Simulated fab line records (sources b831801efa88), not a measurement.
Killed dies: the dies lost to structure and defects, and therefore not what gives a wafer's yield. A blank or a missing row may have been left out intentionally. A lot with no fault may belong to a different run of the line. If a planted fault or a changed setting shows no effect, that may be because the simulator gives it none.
fab line records	flow sky130
record: lots: 6	wafers: 17	lastDay: 50
route steps=708 shown METAL2@495 VIA2@507 PAD_OPEN@708
lots that met no fault: from a run of the same line without faults
startH: hours from the record's first day to the start of the lot's first wafer shown	waitH: hours since the lot's step before	" the same as in the row above	L1.1+2: several wafers, shown together as one row	- value missing, or start not given	* or withheld: withheld	< > ~ a bound
route shown NAME@n: a module of which the file shows steps, and the number in the route of the first	usual: mean/standard deviation taken from wafers without a fault	same: alike in all rows	chamber/n: place in a boat	sites: the reading at each site	_std_site: the standard deviation of these	_edge_site: inner sites' mean taken away from outer sites' mean	radiusMm: for every site, how far away it sits from the centre of the wafer	mask NAME#n: copy n	behind: the tool/chamber that last shaped the wafer	hold: the reason the lot was held/the length of the hold in hours/how it ended	device: names the non-switching transistor (n, p or np)	end of line: the route-end tests of the same wafers	a step with no rows: only its recipe	killed: the dies lost at the first sort to structure and to defects; this is not the yield of the wafer	map: dies across one wafer; x = killed, . = not, _ = none there
set.NAME: the run value of the setting; set.NAME@STEP: its run value at that earlier step	model.NAME: the simulator's own value behind a step, which no gauge read
a table for each step, a row for each wafer; lots at some steps of the route
services: the hour from which a tool's chamber was out of use, counted from the record's first day as startH (under 0 if before that day), plus the number of hours and why
== steps ==
step: SKY_METAL2_EXPOSE_12
recipe: maskId: MM2	na: 0.8	sourceShape: annular	sigmaInner: 0.55	sigmaOuter: 0.85	targetCdNm: 140	doseMj: 28
step: SKY_METAL2_PEB_13
recipe: pebTempC: withheld	pebTimeS: withheld	resist: KrF-thick
step: SKY_METAL2_DEVELOP_14
recipe: developTimeS: 60	resist: KrF-thick	devTempC: 21
step: SKY_METAL2_CD_MEAS_15
recipe: targetCdNm: 140
usual: cdNm: 140.1/1.6
lot.wafer	tool	chamber	startH	waitH	cdNm
L470.1	cdSem-02	-	818.92	-	138.0
L470.2	"	-	"	"	140.8
L470.6	"	-	"	"	137.7
L471.5	cdSem-02	-	836.01	-	141.7
L471.6	"	-	"	"	140.3
L484.4	cdSem-01	-	965.05	-	140.3
L484.5	"	-	"	"	139.4
L484.6	"	-	"	"	139.9
L486.1	cdSem-01	-	975.17	-	138.1
L486.5	"	-	"	"	139.4
L486.6	"	-	"	"	139.5
L489.2	cdSem-02	-	988.85	-	138.2
L489.5	"	-	"	"	138.9
L489.6	"	-	"	"	138.6
L490.1	cdSem-02	-	1002.99	-	141.5
L490.2	"	-	"	"	142.4
L490.6	"	-	"	"	141.4
step: SKY_METAL2_OVL_MEAS_16
usual: METAL2_OVL: 1/5.6
lot.wafer	tool	chamber	startH	waitH	METAL2_OVL[nm]
L470.1	overlay-01	-	819.04	0.1	10
L470.2	"	-	"	"	4
L470.6	"	-	"	"	8
L471.5	overlay-02	-	836.08	0.0	-3
L471.6	"	-	"	"	-7
L484.4	overlay-01	-	965.13	0.1	1
L484.5	"	-	"	"	-12
L484.6	"	-	"	"	0
L486.1	overlay-02	-	975.29	0.1	13
L486.5	"	-	"	"	11
L486.6	"	-	"	"	12
L489.2	overlay-01	-	988.96	0.1	3
L489.5	"	-	"	"	-4
L489.6	"	-	"	"	-1
L490.1	overlay-02	-	1003.11	0.1	-12
L490.2	"	-	"	"	-1
L490.6	"	-	"	"	-7
step: SKY_METAL2_DESCUM_17
recipe: chemistry: O2	sourcePowerW: 150	biasPowerW: 0	pressureMtorr: 10	tempC: 40	timeS: 8
usual: chamberPressureMTorr: 10.000/0.0096	drypumpMotorCurrentA: 6.0/0.42	oesProductAu: 0.999/0.011
lot.wafer	tool	chamber	startH	waitH	chamberPressureMTorr	drypumpMotorCurrentA	oesProductAu	rfHoursCounterH
L470.1	rieMetal-02	1	819.08	0.0	10.001	6.1	1.021	4
L470.2	"	0	"	"	10.019	5.3	0.979	15
L470.6	"	1	"	"	10.021	6.1	1.016	-
L471.5	rieMetal-03	0	836.13	0.0	9.973	6.1	1.003	-
L471.6	"	0	"	"	10.002	6.1	0.995	-
L484.4	rieMetal-03	1	965.16	0.0	9.996	6.8	1.002	-
L484.5	"	0	"	"	10.010	6.1	0.998	-
L484.6	"	1	"	"	10.001	6.8	0.993	-
L486.1	rieMetal-02	1	975.33	0.0	9.982	6.1	0.997	12
L486.5	"	0	"	"	10.005	5.4	1.003	-
L486.6	"	1	"	"	10.010	6.1	1.007	-
L489.2	rieMetal-03	0	988.99	0.0	9.995	6.1	0.996	3
L489.5	"	0	"	"	9.993	6.1	1.006	-
L489.6	"	1	"	"	10.023	6.8	0.996	-
L490.1	rieMetal-04	0	1003.15	0.0	9.985	5.7	0.985	16
L490.2	"	1	"	"	9.998	5.7	1.000	6
L490.6	"	0	"	"	9.989	5.7	0.982	-
step: SKY_METAL2_ETCH_18
recipe: chemistry: N2/H2	target: BARC	ionEnergyEv: 200	biasW: 100	pressureMtorr: 30	n2FlowSccm: 100	h2FlowSccm: 200	icpW: 500	stopOn: SiO2	timeS: 45.9	targetDepthA: 600
usual: chamberPressureMTorr: 29.998/0.028	drypumpMotorCurrentA: 6.0/0.43	oesProductAu: 0.855/0.0047	throttleValvePct: 13.225/0.0091
lot.wafer	tool	chamber	startH	waitH	chamberPressureMTorr	drypumpMotorCurrentA	oesProductAu	rfHoursCounterH	throttleValvePct
L470.1	rieMetal-02	1	819.11	0.0	30.018	6.1	0.863	4	13.229
L470.2	"	0	"	"	29.989	5.4	0.861	15	13.213
L470.6	"	1	"	"	29.983	6.1	0.855	-	13.219
L471.5	rieMetal-03	0	836.24	0.1	29.982	6.1	0.859	-	13.241
L471.6	"	0	"	"	30.024	6.1	0.858	-	13.242
L484.4	rieMetal-03	1	965.20	0.0	30.000	6.8	0.851	-	13.219
L484.5	"	0	"	"	29.957	6.1	0.855	-	13.219
L484.6	"	1	"	"	29.952	6.8	0.856	-	13.222
L486.1	rieMetal-02	1	975.37	0.0	30.005	6.1	0.854	12	13.229
L486.5	"	0	"	"	30.039	5.3	0.859	-	13.239
L486.6	"	1	"	"	29.988	6.1	0.850	-	13.226
L489.2	rieMetal-03	0	989.02	0.0	30.036	6.1	0.851	3	13.223
L489.5	"	0	"	"	30.027	6.1	0.853	-	13.218
L489.6	"	1	"	"	29.974	6.8	0.850	-	13.205
L490.1	rieMetal-04	0	1003.18	0.0	30.043	5.7	0.859	16	13.237
L490.2	"	1	"	"	30.037	5.7	0.858	6	13.223
L490.6	"	0	"	"	29.989	5.7	0.854	-	13.216
step: SKY_METAL2_METAL_ETCH_19
recipe: targetDepthA: 3600	stopOn: SiO2	overEtchFrac: 0.3	timeS: 78	chemistry: Cl2/BCl3	resistSidewallDeg: 88	pressureMtorr: 10	icpW: 900	biasW: 48.5	Cl2_flow_sccm: 60	bcl3FlowSccm: 30
usual: chamberPressureMTorr: 9.999/0.012	drypumpMotorCurrentA: 5.9/0.42	oesProductAu: 0.855/0.0052	throttleValvePct: 22.264/0.01
same: overEtchFrac: 0.3
lot.wafer	tool	chamber	startH	waitH	chamberPressureMTorr	drypumpMotorCurrentA	oesProductAu	rfHoursCounterH	throttleValvePct
L470.1	rieMetal-02	1	819.17	0.0	10.005	6.1	0.842	4	22.248
L470.2	"	0	"	"	9.990	5.4	0.855	15	22.259
L470.6	"	1	"	"	10.022	6.1	0.847	-	22.274
L471.5	rieMetal-03	0	836.40	0.1	9.990	6.1	0.855	-	22.265
L471.6	"	0	"	"	10.002	6.1	0.861	-	22.277
L484.4	rieMetal-03	1	965.27	0.1	10.002	6.8	0.858	-	22.275
L484.5	"	0	"	"	10.011	6.1	0.858	-	22.286
L484.6	"	1	"	"	9.996	6.8	0.850	-	22.263
L486.1	rieMetal-02	1	975.46	0.1	9.998	6.1	0.855	12	22.265
L486.5	"	0	"	"	10.003	5.4	0.859	-	22.252
L486.6	"	1	"	"	9.982	6.1	0.858	-	22.269
L489.2	rieMetal-03	0	989.08	0.0	10.008	6.1	0.856	3	22.276
L489.5	"	0	"	"	9.996	6.1	0.859	-	22.266
L489.6	"	1	"	"	9.998	6.8	0.858	-	22.260
L490.1	rieMetal-04	0	1003.24	0.0	10.000	5.7	0.856	16	22.270
L490.2	"	1	"	"	10.005	5.7	0.854	6	22.263
L490.6	"	0	"	"	10.016	5.6	0.865	-	22.265
step: SKY_METAL2_STRIP_20
recipe: chemistry: O2/N2	powerW: 1400	pressureMtorr: 1500	platenTempC: withheld	o2FlowSccm: 3000	n2FlowSccm: 300	overashFraction: 0.5
usual: chamberPressureMTorr: 1500.2/1.4	drypumpMotorCurrentA: 6.0/0.37	oesProductAu: 0.343/0.005	stripTimeToEndpointS: 2.70/0.049
lot.wafer	tool	chamber	startH	waitH	chamberPressureMTorr	drypumpMotorCurrentA	oesProductAu	rfHoursCounterH	stripTimeToEndpointS
L470.1	plasmaAsher-01	1	819.26	0.1	1499.1	6.6	0.340	8	2.65
L470.2	"	0	"	"	1500.9	5.6	0.345	8	2.76
L470.6	"	1	"	"	1499.9	6.6	0.347	-	2.65
L471.5	plasmaAsher-04	1	836.53	0.1	1499.4	5.7	0.344	-	2.76
L471.6	"	0	"	"	1502.2	5.8	0.347	-	2.72
L484.4	plasmaAsher-01	0	965.37	0.1	1500.5	5.5	0.335	-	2.73
L484.5	"	0	"	"	1500.9	5.6	0.339	-	2.67
L484.6	"	1	"	"	1502.7	6.6	0.342	-	2.71
L486.1	plasmaAsher-01	1	975.58	0.1	1500.8	6.6	0.334	23	2.64
L486.5	"	0	"	"	1499.0	5.6	0.336	-	2.66
L486.6	"	1	"	"	1500.8	6.6	0.345	-	2.63
L489.2	plasmaAsher-01	1	989.17	0.1	1502.0	6.6	0.340	25	2.69
L489.5	"	0	"	"	1500.5	5.6	0.339	-	2.72
L489.6	"	1	"	"	1502.2	6.6	0.350	-	2.71
L490.1	plasmaAsher-02	0	1003.33	0.1	1498.4	5.9	0.340	115	2.79
L490.2	"	1	"	"	1498.8	6.1	0.344	115	2.70
L490.6	"	1	"	"	1500.1	6.1	0.341	-	2.75
step: SKY_METAL2_STRIP_21
recipe: chemistry: postEtchResidueRemover	timeS: 1200	tempC: 72.5
step: SKY_METAL2_CLEAN_22
recipe: chemistry: IPA	timeS: 180	tempC: 25
step: SKY_METAL2_CLEAN_23
recipe: chemistry: O3/DIW	dry: n2Spin
step: SKY_VIA2_HDPCVD_00
recipe: material: SiO2	targetThkNm: 1180	sigmaOpenFrac: 0.3	timeS: 196.7	tempC: 400	sih4FlowSccm: 60	pressureMtorr: 6
lot.wafer	tool	chamber	startH	waitH	model.SiO2_of_VIA2_HDPCVD_00.thkNm
L470.1	hdpcvd-02	1	819.86	0.0	1174
L470.2	"	0	"	"	879.5
L470.6	"	1	"	"	881.5
L471.5	hdpcvd-02	1	837.11	0.1	1189
L471.6	"	0	"	"	898
L484.4	hdpcvd-02	0	965.99	0.1	1194
L484.5	"	2	"	"	1196
L484.6	"	1	"	"	1188
L486.1	hdpcvd-01	0	976.52	0.0	1182
L486.5	"	1	"	"	1195
L486.6	"	0	"	"	1181
L489.2	hdpcvd-01	0	989.81	0.0	1182
L489.5+6	"	1,2	"	"	1201
L490.1	hdpcvd-01	0	1003.93	0.0	1191
L490.2	"	1	"	"	1187
L490.6	"	2	"	"	1176
step: SKY_VIA2_THK_MEAS_01
recipe: reads: SiO2_of_VIA2_HDPCVD_00
usual: VIA2_HDPCVD_THK: 1182/10
lot.wafer	tool	chamber	startH	waitH	hold	VIA2_HDPCVD_THK[nm]
L470.1	filmMetro-04	-	819.98	0.1	awaitDispo/0.2h/release	1173
L470.2	"	-	"	"	awaitDispo/0.2h/release	881
L470.6	"	-	"	"	awaitDispo/0.2h/release	881
L470.1	filmMetro-04	-	820.21	0.2	-	1175
L470.2	"	-	"	"	-	879
L470.6	"	-	"	"	-	882
L471.5	filmMetro-03	-	837.22	0.0	awaitDispo/0.2h/release	1189
L471.6	"	-	"	"	awaitDispo/0.2h/release	898
L471.5	filmMetro-03	-	837.44	0.2	-	1189
L471.6	"	-	"	"	-	898
L484.4	filmMetro-03	-	966.08	0.0	-	1193
L484.5	"	-	"	"	-	1196
L484.6	"	-	"	"	-	1188
L486.1	filmMetro-04	-	976.64	0.1	-	1182
L486.5	"	-	"	"	-	1195
L486.6	"	-	"	"	-	1181
L489.2	filmMetro-02	-	989.94	0.1	-	1182
L489.5	"	-	"	"	-	1201
L489.6	"	-	"	"	-	1202
L490.1	filmMetro-02	-	1004.05	0.1	-	1191
L490.2	"	-	"	"	-	1187
L490.6	"	-	"	"	-	1177
step: SKY_VIA2_CMP_02
recipe: material: SiO2	downForcePsi: 4	platenRpm: 60	padVelocityMS: 0.94248
usual: motorCurrentA: 12.9/0.85
lot.wafer	tool	chamber	startH	waitH	hold	motorCurrentA
L470.2	cmp-01	2	822.15	1.9	awaitDispo/1.9h/release	13.0
L470.1	"	1	"	"	awaitDispo/1.9h/release	12.7
L470.6	"	2	"	"	awaitDispo/1.9h/release	12.9
L471.6	cmp-02	2	840.92	3.5	awaitDispo/3.0h/release	12.9
L471.5	"	3	"	"	awaitDispo/3.0h/release	11.7
L484.4	cmp-02	1	966.11	0.0	-	13.0
L484.6	"	1	"	"	-	12.9
L484.5	"	2	"	"	-	13.9
L486.1	cmp-02	2	976.75	0.1	-	14.7
L486.6	"	1	"	"	-	13.2
L486.5	"	2	"	"	-	14.5
L489.2	cmp-02	2	989.99	0.0	-	15.1
L489.5	"	2	"	"	-	13.8
L489.6	"	3	"	"	-	12.2
L490.2	cmp-02	3	1004.11	0.0	-	12.1
L490.1	"	2	"	"	-	14.1
L490.6	"	0	"	"	-	13.3
step: SKY_PAD_OPEN_PROBE_99
usual: defectLimitedYield: 82.5/1.9	killed_at_M0_to_M3: 44/7.3	killed_at_M4_up: 3.2/1.8	killedAtContacts: 24/5.4	killedAtFrontEnd: 16/4.4	killedAtOther: 0.3/0.48	killedDies: 86/9.5	killedOpen: 47/7.7	killedShort: 39/6.4	sort_bin_3_pad_short: 0.9/0.41	sort_bin_5_function: 10.4/1.5	sort_bin_6_memory: 6.2/1.1	sortNPass: 406/9.5	sortYieldPct: 82.5/1.9
same: grossDies: 492	killedAtBackSide: 0	sort_bin_4_leakage[%]: 0	sort_bin_8_speed[%]: 0
lot.wafer	tool	chamber	startH	waitH	defectLimitedYield[%]	killed_at_M0_to_M3	killed_at_M4_up	killedAtContacts	killedAtFrontEnd	killedAtOther	killedDies	killedOpen	killedShort	sort_bin_3_pad_short[%]	sort_bin_5_function[%]	sort_bin_6_memory[%]	sortNPass	sortYieldPct[%]
L470.1	prober-02	-	1076.45	0.1	78.0	59	4	31	13	1	108	51	57	1.6	12.4	7.9	384	78.0
L470.2	prober-02	-	1076.50	0.1	83.5	40	7	17	17	0	81	49	32	0.4	11.4	4.7	411	83.5
L470.6	prober-02	-	1076.70	0.2	80.7	50	4	24	17	0	95	56	39	1.4	12.6	5.3	397	80.7
L471.6	prober-01	-	1085.84	0.2	82.9	43	3	19	19	0	84	49	35	1.4	10.0	5.7	408	82.9
L484.4	prober-01	-	1183.64	0.2	82.1	40	1	34	13	0	88	50	38	0.2	10.2	7.5	404	82.1
L484.5	prober-01	-	1183.69	0.2	86.4	35	1	24	7	0	67	36	31	1.4	7.7	4.5	425	86.4
L484.6	prober-01	-	1183.74	0.2	82.5	40	2	31	13	0	86	52	34	0.2	9.6	7.7	406	82.5
L486.1	prober-02	-	1189.79	0.1	82.9	56	3	14	11	0	84	44	40	0.2	10.8	6.1	408	82.9
L486.5	prober-02	-	1189.99	0.2	81.9	34	6	27	22	0	89	49	40	0	11.4	6.7	403	81.9
L486.6	prober-02	-	1190.04	0.2	79.5	55	0	24	20	2	101	53	48	1.6	11.4	7.5	391	79.5
L490.1	prober-01	-	1208.67	0.1	83.5	40	2	23	16	0	81	47	34	0.6	11.6	4.3	411	83.5
L490.2	prober-01	-	1208.72	0.1	85.0	40	3	19	11	1	74	41	33	0.6	10.0	4.5	418	85.0
L490.6	prober-01	-	1208.92	0.2	83.7	39	6	25	9	1	80	36	44	1.4	10.2	4.7	412	83.7
killed by level:class
L470.1 VIA2:geometricParticle:short=11 CONTACT:geometricParticle:open=10 VIA1:geometricParticle:open=10 METAL1:geometricParticle:short=9 VIA2:geometricParticle:open=8 CONTACT:geometricParticle:short=7 VIA1:geometricParticle:short=6 LI_CONTACT:geometricParticle:short=5
L470.2 VIA1:geometricParticle:open=14 VIA2:geometricParticle:open=6 FIELD_ISO:geometricParticle:open=5 CONTACT:geometricParticle:open=5 VIA1:geometricParticle:short=5 POLY_GATE:geometricParticle:open=4 LI_CONTACT:geometricParticle:open=4 METAL1:geometricParticle:short=4
L470.6 VIA1:geometricParticle:open=17 CONTACT:geometricParticle:open=10 VIA3:geometricParticle:open=9 FIELD_ISO:geometricParticle:short=6 METAL1:geometricParticle:short=5 METAL2:geometricParticle:short=5 VIA2:geometricParticle:open=5 LI_CONTACT:geometricParticle:short=4
L471.6 VIA1:geometricParticle:open=16 CONTACT:geometricParticle:open=9 POLY_GATE:geometricParticle:open=8 FIELD_ISO:geometricParticle:short=6 VIA1:geometricParticle:short=6 METAL1:geometricParticle:short=5 VIA3:geometricParticle:open=5 FIELD_ISO:geometricParticle:open=4
L484.4 VIA1:geometricParticle:open=13 CONTACT:geometricParticle:open=12 LI_CONTACT:geometricParticle:open=7 LOCAL_INTERCONNECT:geometricParticle:short=7 CONTACT:geometricParticle:short=6 VIA3:geometricParticle:open=6 VIA1:geometricParticle:short=6 METAL2:geometricParticle:open=4
L484.5 CONTACT:geometricParticle:open=9 VIA1:geometricParticle:open=7 CONTACT:geometricParticle:short=6 VIA1:geometricParticle:short=6 VIA2:geometricParticle:open=6 LOCAL_INTERCONNECT:geometricParticle:short=5 VIA3:geometricParticle:open=4 METAL1:geometricParticle:short=3
L484.6 VIA1:geometricParticle:open=12 CONTACT:geometricParticle:open=11 LI_CONTACT:geometricParticle:open=7 CONTACT:geometricParticle:short=6 VIA1:geometricParticle:short=5 VIA2:geometricParticle:open=5 VIA3:geometricParticle:open=5 VIA2:geometricParticle:short=4
L486.1 VIA3:geometricParticle:open=16 VIA1:geometricParticle:open=8 VIA1:geometricParticle:short=7 METAL2:geometricParticle:short=7 CONTACT:geometricParticle:open=6 VIA2:geometricParticle:open=5 FIELD_ISO:geometricParticle:open=4 POLY_GATE:geometricParticle:short=4
L486.5 CONTACT:geometricParticle:open=12 VIA1:geometricParticle:open=9 LI_CONTACT:geometricParticle:open=7 FIELD_ISO:geometricParticle:open=6 VIA1:geometricParticle:short=6 FIELD_ISO:geometricParticle:short=5 POLY_GATE:geometricParticle:short=4 LI_CONTACT:geometricParticle:short=4
L486.6 VIA1:geometricParticle:open=18 CONTACT:geometricParticle:open=8 FIELD_ISO:geometricParticle:short=7 METAL1:geometricParticle:short=6 VIA2:geometricParticle:open=6 FIELD_ISO:geometricParticle:open=5 LI_CONTACT:geometricParticle:open=5 LOCAL_INTERCONNECT:geometricParticle:short=5
L490.1 LI_CONTACT:geometricParticle:open=9 VIA1:geometricParticle:open=9 FIELD_ISO:geometricParticle:short=5 CONTACT:geometricParticle:short=5 CONTACT:geometricParticle:open=5 VIA1:geometricParticle:short=5 VIA3:geometricParticle:open=5 VIA2:geometricParticle:open=5
L490.2 VIA1:geometricParticle:open=13 VIA2:geometricParticle:open=7 LI_CONTACT:geometricParticle:open=6 CONTACT:geometricParticle:open=5 METAL1:geometricParticle:short=5 FIELD_ISO:geometricParticle:open=4 LOCAL_INTERCONNECT:geometricParticle:short=4 CONTACT:geometricParticle:short=3
L490.6 VIA2:geometricParticle:open=13 VIA1:geometricParticle:short=10 CONTACT:geometricParticle:short=8 CONTACT:geometricParticle:open=7 FIELD_ISO:geometricParticle:open=4 LI_CONTACT:geometricParticle:short=4 METAL1:geometricParticle:short=4 VIA1:geometricParticle:open=4
== services ==
tool	chamber	startH	hours	kind
rieMetal-03	1	833.97	4.0	repair
cmp-01	-	840.13	5.9	pm
plasmaAsher-02	-	856.33	5.3	repair
rieMetal-02	-	870.25	28.1	pm
hdpcvd-01	-	876.84	6.0	pm
plasmaAsher-02	-	882.39	11.8	repair
cmp-01	-	887.32	1.3	repair
plasmaAsher-02	-	892.43	0.4	repair
cmp-01	-	892.62	13.6	pm
hdpcvd-02	-	901.46	2.8	pm
rieMetal-04	-	904.69	0.1	repair
cmp-02	-	906.44	1.8	repair
rieMetal-02	0	911.27	20.4	repair
cmp-01	-	913.40	4.0	pm
cmp-02	-	918.30	0.5	repair
cmp-01	-	944.64	1.3	repair
cmp-02	-	946.01	2.4	repair
rieMetal-04	-	946.55	0.8	repair
hdpcvd-02	-	950.25	15.0	pm
cmp-02	-	954.34	1.3	repair
cmp-01	-	970.09	0.9	repair
hdpcvd-02	-	975.17	5.5	pm
plasmaAsher-02	-	975.35	14.6	pm
plasmaAsher-02	-	1000.55	2.4	repair
== key ==
firstSign: step: SKY_VIA2_THK_MEAS_01	reading: visit	direction: added
effect: step: SKY_VIA2_THK_MEAS_01	reading: VIA2_HDPCVD_THK	direction: down	sigmas: 29	usual: 1182	struck: 887
modelEffect: step: SKY_VIA2_HDPCVD_00	value: SiO2_of_VIA2_HDPCVD_00.thkNm	without: 1173	struck: 886.3
metAt SKY_VIA2_HDPCVD_00
struckWafers L470.2,L470.6,L471.6
fault: kind: processParameterDrift	tool: hdpcvd-02	chamber: -	onsetH: 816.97	steps: SKY_VIA2_HDPCVD_00	channel: targetThkNm	offset: -287.12	shape: step	endH: 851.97	scope: struckWafersOnly	actsIn: theseRecipesOnly	stated: 1180
